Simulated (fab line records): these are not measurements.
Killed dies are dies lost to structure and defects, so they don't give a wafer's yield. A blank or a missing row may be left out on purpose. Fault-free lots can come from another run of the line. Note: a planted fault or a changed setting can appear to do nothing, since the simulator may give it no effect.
A struck lot beside a sound one	flow sky130	14 out of 708 route steps
Sound: these wafers, L908.2, L908.3, L908.6. Wafers L915.1, L915.2, L915.3 were the ones struck. Last of all comes the cause.
For every step that has rows: the tool of each side, followed by ch and its chambers, followed by its first start. Under that, the readings that differ: sound wafers	struck wafers	difference of the means	sigmas: that difference in standard deviations of wafers without a fault.
alike: a reading whose means differ by less than 2 such deviations, as well as words and numbers matching on both sides. not compared: withheld readings; readings where some wafer has no value; bounds like >300 that might hide an equal value; numbers whose values overlap and for which the record gives no deviation.
The two part at a step that has a row with sigmas, a row that says differs or no value, or rows on one side only. Numbers that have no deviation but don't overlap get no sigmas and don't part them. Lack of a reading on every wafer of one side parts them only where that side has two or more wafers.

first, 4 steps without rows for these wafers: SKY_METAL1_STRIP_21 (strips in post etch residue remover, time 1200 s); SKY_METAL1_CLEAN_22 (cleans in IPA, time 180 s); SKY_METAL1_CLEAN_23 (cleans in O3/DIW); SKY_VIA1_HDPCVD_00 (deposits SiO2, target thk 1030 nm, time 171.7 s).
SKY_VIA1_THK_MEAS_01:
  sound on film_metro-02, day 37 04:04; struck on film_metro-02, day 39 04:09
reading	sound	struck	difference	sigmas
VIA1_HDPCVD_THK (nm)	1040 1039 1042	1020 1020 1020	-20	-2
SKY_VIA1_CMP_02: polishes SiO2.
  sound on cmp-02 ch 0,2,3, day 37 04:13; struck on cmp-01 ch 0,2,3, day 39 04:16
  alike: motor_current_A, platen_rpm
SKY_VIA1_BOW_MEAS_03:
  sound on film_metro-03, day 37 04:26; struck on film_metro-02, day 39 04:34
  alike: VIA1_BOW
then, 5 steps without rows for these wafers: SKY_VIA1_DEHYDRATE_04 (time 60 s); SKY_VIA1_HMDS_05 (prime time 60 s); SKY_VIA1_COAT_06 (resist thk 60 nm); SKY_VIA1_COAT_07 (resist thk 450 nm); SKY_VIA1_SOFTBAKE_08 (time 90 s).
SKY_VIA1_EXPOSE_09: exposes mask VIM, target cd 150 nm.
  struck on krf_scanner-01, day 39 16:53; sound on krf_scanner-01 ch 0, day 37 17:56
  no value came back on the struck wafers for exposure_dose_mJ_cm2, focus_offset_nm (nm), sigma_inner, stage_vel_mm_s (mm/s); on the sound wafers exposure_dose_mJ_cm2 reads 37.89 37.91 37.90
  alike: mask
next, for these wafers, 1 step has no rows: SKY_VIA1_PEB_10.

WHERE THEY PART
First at SKY_VIA1_THK_MEAS_01; last, within this record, at SKY_VIA1_EXPOSE_09.

WHY: what had been put in by the simulator
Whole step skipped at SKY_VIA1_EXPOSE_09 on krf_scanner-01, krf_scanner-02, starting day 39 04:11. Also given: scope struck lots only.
